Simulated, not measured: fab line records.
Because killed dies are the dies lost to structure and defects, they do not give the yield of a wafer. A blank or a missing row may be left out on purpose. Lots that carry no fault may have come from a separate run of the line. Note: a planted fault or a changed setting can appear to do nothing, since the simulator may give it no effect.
A struck lot beside a sound one -- flow sky130 -- 22 steps out of a route of 708
Sound: wafers L788.1, L788.4, L788.6. Wafers L802.2, L802.5, L802.6 were the ones struck. The cause is named last.
Order at every step that has rows: each side's tool, ch and its chambers, its first start. Under that, the readings that differ: sound wafers -- struck wafers -- difference of the means -- sigmas: that difference in standard deviations of wafers without a fault.
alike: words and numbers the same on both sides, and readings whose means are apart by under 2 such deviations; not compared: readings that were withheld, readings missing a value for some wafer, numbers with overlapping values and no deviation given by the record, and bounds like >300 which may hide the same value.
Wherever a step has rows on one side only, a row that says differs or no value, or a row with sigmas, the two part there. Non-overlapping numbers with no deviation appear without sigmas and do not part them. Lack of a reading on every wafer of one side parts them only where that side has two or more wafers.

first, 1 step without rows for these wafers: SKY_LI_CONTACT_PRE_CLEAN_18 (time 5.6 s).
SKY_LI_CONTACT_SPUTTER_19: material Ti, target thk 20 nm, time 106.37 s.
  struck on pvd sputter-03, day 34 14:41; sound on pvd sputter-03, day 30 17:24
  alike: throttle valve pct
SKY_LI_CONTACT_SPUTTER_20: material TiN, target thk 20 nm, time 80 s.
  struck on pvd sputter-03, day 34 14:46; sound on pvd sputter-03, day 30 17:29
  alike: throttle valve pct
then, 1 step without rows for these wafers: SKY_LI_CONTACT_CVD_21 (deposits W, target thk 400 nm, time 120.56 s).
SKY_LI_CONTACT_RS_MEAS_22: measurement is done with a four-point probe.
  struck on film metro-04, day 34 14:58; sound on film metro-01, day 30 17:40
  alike: LI_CONTACT_W_RS
SKY_LI_CONTACT_THK_MEAS_23: measures by xrf.
  struck on film metro-04, day 34 15:05; sound on film metro-01, day 30 17:47
  alike: LI_CONTACT_W_THK
SKY_LI_CONTACT_CMP_24: polishes, stops on PSG, t overpolish 20 s, target thk 0 nm.
  sound on cmp-01 ch 0,1,3, day 30 17:50; struck on cmp-02 ch 2,3, day 34 15:11
  alike: motor current A, overpolish run s, time to endpoint s
SKY_LOCAL_INTERCONNECT_SPUTTER_00: material TiN, target thk 100 nm, time 83.3 s.
  struck on pvd sputter-04, day 34 15:26; sound on pvd sputter-01, day 30 18:08
  alike: throttle valve pct
SKY_LOCAL_INTERCONNECT_RS_MEAS_01: measurement is done with a four-point probe.
  struck on film metro-04, day 34 15:31; sound on film metro-04, day 30 18:13
  alike: LOCAL_INTERCONNECT_TIN_RS
SKY_LOCAL_INTERCONNECT_THK_MEAS_02: measures by xrf.
  struck on film metro-04, day 34 15:38; sound on film metro-04, day 30 18:20
  alike: LOCAL_INTERCONNECT_TIN_THK
then, 2 steps without rows for these wafers: SKY_LOCAL_INTERCONNECT_DEHYDRATE_03 (time 60 s); SKY_LOCAL_INTERCONNECT_HMDS_04 (prime time 60 s).
SKY_LOCAL_INTERCONNECT_COAT_05: resist thk 60 nm.
  sound on litho track-02 ch 0, day 31 07:50; struck on litho track-03 ch 0, day 35 03:23
reading,sound,struck,difference,sigmas
spin speed rpm (rpm),3002.4 3000.7 3000.5,2674.9 2676.9 2676.7,-325.0,-99 or more
then, 5 steps without rows for these wafers: SKY_LOCAL_INTERCONNECT_COAT_06 (resist thk 450 nm); SKY_LOCAL_INTERCONNECT_SOFTBAKE_07 (time 90 s); SKY_LOCAL_INTERCONNECT_EXPOSE_08 (exposes mask LI1M, target cd 170 nm); SKY_LOCAL_INTERCONNECT_PEB_09; SKY_LOCAL_INTERCONNECT_DEVELOP_10 (develop time 60 s).
SKY_LOCAL_INTERCONNECT_CD_MEAS_11 targets a cd of 170 nm.
  struck on cd sem-02, day 35 19:23; sound on cd sem-02, day 31 20:52
  alike: cd nm
SKY_LOCAL_INTERCONNECT_OVL_MEAS_12:
  struck on overlay-01, day 35 19:29; sound on overlay-02, day 31 20:59
  alike: LOCAL_INTERCONNECT_OVL
SKY_LOCAL_INTERCONNECT_ETCH_13: etches BARC in N2/H2, stops on SiO2, time 45.9 s, target depth 60 nm.
  sound on rie metal-03 ch 0,1, day 31 21:01; struck on rie metal-03 ch 0,1, day 35 19:31
reading,sound,struck,difference,sigmas
oes product au (a.u.),0.852 0.853 0.848,0.885 0.879 0.883,+0.031,+7
model.etch.depth nm (nm),60.12 59.93 60,63.5 63.28 63.33,+3.4,
  alike: drypump motor current A, rf fwd power W, throttle valve pct
  not compared: rf hours counter h
SKY_LOCAL_INTERCONNECT_METAL_ETCH_14: etches TiN in Cl2/BCl3, stops on PSG, target depth 110 nm, time 31.4 s.
  sound on rie metal-03 ch 0,1, day 31 21:05; struck on rie metal-03 ch 0,1, day 35 19:35
  alike: drypump motor current A, oes product au, rf fwd power W, throttle valve pct
  not compared: rf hours counter h

== WHERE THEY PART ==
Last at SKY_LOCAL_INTERCONNECT_ETCH_13 as far as this record goes, first at SKY_LOCAL_INTERCONNECT_COAT_05. Later steps at which nothing parts them and some readings are alike: SKY_LOCAL_INTERCONNECT_METAL_ETCH_14.

WHY: what the simulator had put in
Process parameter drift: litho track-03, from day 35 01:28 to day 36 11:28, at SKY_LOCAL_INTERCONNECT_COAT_05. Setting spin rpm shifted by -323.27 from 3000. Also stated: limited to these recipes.
